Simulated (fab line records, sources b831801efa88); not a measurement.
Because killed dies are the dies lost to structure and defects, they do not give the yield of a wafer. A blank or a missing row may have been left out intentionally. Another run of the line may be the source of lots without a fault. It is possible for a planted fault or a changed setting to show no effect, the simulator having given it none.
Which tool did it? || flow sky130 || 39 wafers from 13 lots sampled at 2 of the route's 708 steps

WHAT THE GAUGES READ, wafer by wafer
SKY_SONOS_ONO_THK_MEAS_01.
{"lot": "L696", "measured": "day 11 09:49", "on": "film metro-03", "SONOS_ONO_OXIDATION_THK (nm)": "2.48 2.47 2.55"}
{"lot": "L697", "measured": "day 11 21:47", "on": "film metro-02", "SONOS_ONO_OXIDATION_THK (nm)": "2.56 2.62 2.65"}
{"lot": "L698", "measured": "day 12 00:37", "on": "film metro-03", "SONOS_ONO_OXIDATION_THK (nm)": "2.50 2.57 2.61"}
{"lot": "L699", "measured": "day 12 04:17", "on": "film metro-02", "SONOS_ONO_OXIDATION_THK (nm)": "2.55 2.56 2.67"}
{"lot": "L700", "measured": "day 13 10:31", "on": "film metro-02", "SONOS_ONO_OXIDATION_THK (nm)": "2.54 2.54 2.65"}
{"lot": "L701", "measured": "day 14 02:53", "on": "film metro-04", "SONOS_ONO_OXIDATION_THK (nm)": "2.64 2.57 2.64"}
{"lot": "L704", "measured": "day 14 14:56", "on": "film metro-02", "SONOS_ONO_OXIDATION_THK (nm)": "3.69 3.73 3.74"}
{"lot": "L705", "measured": "day 15 00:07", "on": "film metro-04", "SONOS_ONO_OXIDATION_THK (nm)": "3.61 3.69 3.63"}
{"lot": "L707", "measured": "day 15 04:49", "on": "film metro-02", "SONOS_ONO_OXIDATION_THK (nm)": "2.62 2.61 2.54"}
{"lot": "L706", "measured": "day 15 09:31", "on": "film metro-03", "SONOS_ONO_OXIDATION_THK (nm)": "3.68 3.69 3.64"}
{"lot": "L717", "measured": "day 18 16:27", "on": "film metro-04", "SONOS_ONO_OXIDATION_THK (nm)": "2.55 2.60 2.59"}
{"lot": "L718", "measured": "day 18 16:27", "on": "film metro-02", "SONOS_ONO_OXIDATION_THK (nm)": "2.49 2.59 2.58"}
{"lot": "L719", "measured": "day 19 02:20", "on": "film metro-03", "SONOS_ONO_OXIDATION_THK (nm)": "2.60 2.67 2.71"}

WHAT TOOL EACH LOT RAN ON (gives the tool, then ch and the chambers of the sampled wafers, and finally the start)
{"lot": "L696", "SKY_SONOS_ONO_OXIDATION_00": "furnace-02 ch 0, day 11 08:27"}
{"lot": "L697", "SKY_SONOS_ONO_OXIDATION_00": "furnace-02 ch 0, day 11 20:27"}
{"lot": "L698", "SKY_SONOS_ONO_OXIDATION_00": "furnace-01 ch 0, day 11 23:15"}
{"lot": "L699", "SKY_SONOS_ONO_OXIDATION_00": "furnace-02 ch 0, day 12 02:57"}
{"lot": "L700", "SKY_SONOS_ONO_OXIDATION_00": "furnace-01 ch 0, day 13 09:08"}
{"lot": "L701", "SKY_SONOS_ONO_OXIDATION_00": "furnace-01 ch 0, day 14 01:31"}
{"lot": "L704", "SKY_SONOS_ONO_OXIDATION_00": "furnace-01 ch 0, day 14 13:35"}
{"lot": "L705", "SKY_SONOS_ONO_OXIDATION_00": "furnace-01 ch 0, day 14 22:45"}
{"lot": "L707", "SKY_SONOS_ONO_OXIDATION_00": "furnace-02 ch 0, day 15 03:27"}
{"lot": "L706", "SKY_SONOS_ONO_OXIDATION_00": "furnace-01 ch 0, day 15 08:10"}
{"lot": "L717", "SKY_SONOS_ONO_OXIDATION_00": "furnace-01 ch 0, day 18 15:05"}
{"lot": "L718", "SKY_SONOS_ONO_OXIDATION_00": "furnace-01 ch 0, day 18 15:05"}
{"lot": "L719", "SKY_SONOS_ONO_OXIDATION_00": "furnace-01 ch 0, day 19 00:59"}
- SKY_SONOS_ONO_OXIDATION_00: stabilise 600 s, purge 300 s, target thk 2.6 nm.

WHAT THE TOOLS THEMSELVES READ (means of the sampled wafers that have a number; where no wafer has one, the mark that the record gives instead)
SKY_SONOS_ONO_OXIDATION_00.
{"lot": "L696", "tool": "furnace-02", "spike tc bottom C (C)": 815.6, "spike tc centre C (C)": 799.7, "spike tc lower C (C)": 799.8, "spike tc top C (C)": 812.1, "spike tc upper C (C)": 799.5, "tube center temp C (C)": 799.96, "tube_center_temp_C_max": 801.9}
{"lot": "L697", "tool": "furnace-02", "spike tc bottom C (C)": 814.5, "spike tc centre C (C)": 799.5, "spike tc lower C (C)": 801.0, "spike tc top C (C)": 811.3, "spike tc upper C (C)": 799.2, "tube center temp C (C)": 799.95, "tube_center_temp_C_max": 802.3}
{"lot": "L698", "tool": "furnace-01", "spike tc bottom C (C)": 819.5, "spike tc centre C (C)": 801.9, "spike tc lower C (C)": 800.9, "spike tc top C (C)": 812.9, "spike tc upper C (C)": 800.2, "tube center temp C (C)": 799.95, "tube_center_temp_C_max": 802.1}
{"lot": "L699", "tool": "furnace-02", "spike tc bottom C (C)": 814.6, "spike tc centre C (C)": 799.5, "spike tc lower C (C)": 800.9, "spike tc top C (C)": 810.8, "spike tc upper C (C)": 799.0, "tube center temp C (C)": 799.98, "tube_center_temp_C_max": 802.2}
{"lot": "L700", "tool": "furnace-01", "spike tc bottom C (C)": 819.2, "spike tc centre C (C)": 802.9, "spike tc lower C (C)": 801.6, "spike tc top C (C)": 813.5, "spike tc upper C (C)": 800.6, "tube center temp C (C)": 799.97, "tube_center_temp_C_max": 801.7}
{"lot": "L701", "tool": "furnace-01", "spike tc bottom C (C)": 819.6, "spike tc centre C (C)": 802.0, "spike tc lower C (C)": 800.6, "spike tc top C (C)": 814.2, "spike tc upper C (C)": 800.3, "tube center temp C (C)": 800.00, "tube_center_temp_C_max": 802.1}
{"lot": "L704", "tool": "furnace-01", "spike tc bottom C (C)": 844.5, "spike tc centre C (C)": 826.2, "spike tc lower C (C)": 825.5, "spike tc top C (C)": 838.6, "spike tc upper C (C)": 823.9, "tube center temp C (C)": 824.71, "tube_center_temp_C_max": 826.9}
{"lot": "L705", "tool": "furnace-01", "spike tc bottom C (C)": 844.6, "spike tc centre C (C)": 827.0, "spike tc lower C (C)": 825.3, "spike tc top C (C)": 838.5, "spike tc upper C (C)": 825.1, "tube center temp C (C)": 824.65, "tube_center_temp_C_max": 826.7}
{"lot": "L707", "tool": "furnace-02", "spike tc bottom C (C)": 815.7, "spike tc centre C (C)": 800.5, "spike tc lower C (C)": 799.7, "spike tc top C (C)": 811.1, "spike tc upper C (C)": 799.2, "tube center temp C (C)": 800.02, "tube_center_temp_C_max": 801.9}
{"lot": "L706", "tool": "furnace-01", "spike tc bottom C (C)": 843.2, "spike tc centre C (C)": 826.8, "spike tc lower C (C)": 826.5, "spike tc top C (C)": 837.5, "spike tc upper C (C)": 824.4, "tube center temp C (C)": 824.63, "tube_center_temp_C_max": 826.5}
{"lot": "L717", "tool": "furnace-01", "spike tc bottom C (C)": 819.7, "spike tc centre C (C)": 801.7, "spike tc lower C (C)": 800.8, "spike tc top C (C)": 813.7, "spike tc upper C (C)": 800.5, "tube center temp C (C)": 799.99, "tube_center_temp_C_max": 802.0}
{"lot": "L718", "tool": "furnace-01", "spike tc bottom C (C)": 820.7, "spike tc centre C (C)": 801.9, "spike tc lower C (C)": 801.5, "spike tc top C (C)": 813.4, "spike tc upper C (C)": 800.4, "tube center temp C (C)": 799.97, "tube_center_temp_C_max": 802.3}
{"lot": "L719", "tool": "furnace-01", "spike tc bottom C (C)": 820.2, "spike tc centre C (C)": 801.3, "spike tc lower C (C)": 800.6, "spike tc top C (C)": 813.5, "spike tc upper C (C)": 801.5, "tube center temp C (C)": 799.95, "tube_center_temp_C_max": 802.2}

THE ANSWER, worked out from the rows above alone
Rule: the lots themselves supply what counts as usual. Put in order of their means at a reading, lots are off if they are a third of the lots or fewer, leave a main group of 4 or more, and stand apart from it by a gap of 3 or more times the standard deviation of the main group's means; of several such gaps the widest counts. Not used: any main group whose means are identical at the precision the tables above print for the reading. Also off: a lot with no number at a reading for which 4 or more lots have one. All remaining lots with rows at the step are treated as sound. Order of review: gauges by route order, followed by the tools' own readings, for which a lot's mean as printed above is used. At the first step where some lot is off, the reading lying furthest off is the one used; lots without a number count as furthest.
Off: L704, L705, L706, seen at SKY_SONOS_ONO_THK_MEAS_01 (SONOS_ONO_OXIDATION_THK). The main group has a mean of 2.58 nm with a standard deviation of 0.04.
If a tool, at a process step before that reading, ran all the lots that are off and no sound lot after the first of them, it fits. Not tried: the gauges at SKY_SONOS_ONO_THK_MEAS_01; whatever is off there is also off at SKY_SONOS_ONO_OXIDATION_00, on other tools, and gauge error can't account for it. Not one of the candidates tried fits.

WHAT HAD BEEN PUT IN BY THE SIMULATOR
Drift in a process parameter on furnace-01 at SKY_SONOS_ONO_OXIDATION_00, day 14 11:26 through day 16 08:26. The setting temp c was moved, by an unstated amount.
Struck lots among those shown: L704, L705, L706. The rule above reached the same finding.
